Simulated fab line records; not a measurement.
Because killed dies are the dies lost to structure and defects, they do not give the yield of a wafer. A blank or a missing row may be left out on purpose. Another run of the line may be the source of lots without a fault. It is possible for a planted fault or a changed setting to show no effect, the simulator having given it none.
Matching of chambers -- flow sfq-line -- 4 sister chambers for SFQ_TRILAYER_A5B_CMP_CMP_130 on cmp-02
The step polishes, stops on Nb, target thk 340.7 nm. 4 wafers are shown with their chamber, then 8 later ones without.

## EACH WAFER AND ITS CHAMBER
wafer,chamber,motor-current-A (A)
L909.1,2,9.3
L909.3,1,9.6
L909.4,0,9.2
L911.3,3,11.8

## WAFERS MISSING THEIR CHAMBER
wafer,motor-current-A (A)
L911.1,9.7
L911.5,9.6
L915.3,9.4
L915.4,11.8
L915.6,11.5
L919.2,9.7
L919.1,12.2
L919.3,9.5

## EACH ONE'S CHAMBER
wafer,from the rows above,in truth
L911.1,can't be placed: 1 or 2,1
L911.5,can't be placed: 1 or 2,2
L915.3,can't be placed: 2 or 1 or 0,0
L915.4,3,3
L915.6,3,3
L919.2,can't be placed: 1 or 2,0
L919.1,3,3
L919.3,can't be placed: 1 or 2 or 0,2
3 of 8 placed correctly. Can't be placed from these rows: 5 (the true chamber is among the candidates in 4). Placed wrongly: 0.
How it was worked out, from the rows above alone: a wafer's distance from a chamber is the root of the sum, over the readings, of the square of ((its reading less the chamber's mean) divided by the reading's scatter). If the next closest chamber is less than 2 further off than the closest, the wafer can't be placed; otherwise it belongs to the closest. The mean given for a chamber averages the wafers shown for that chamber. The scatter (one wafer shown for each chamber): square how far every hidden wafer sits from the nearest shown wafer, average those squares and take the square root.
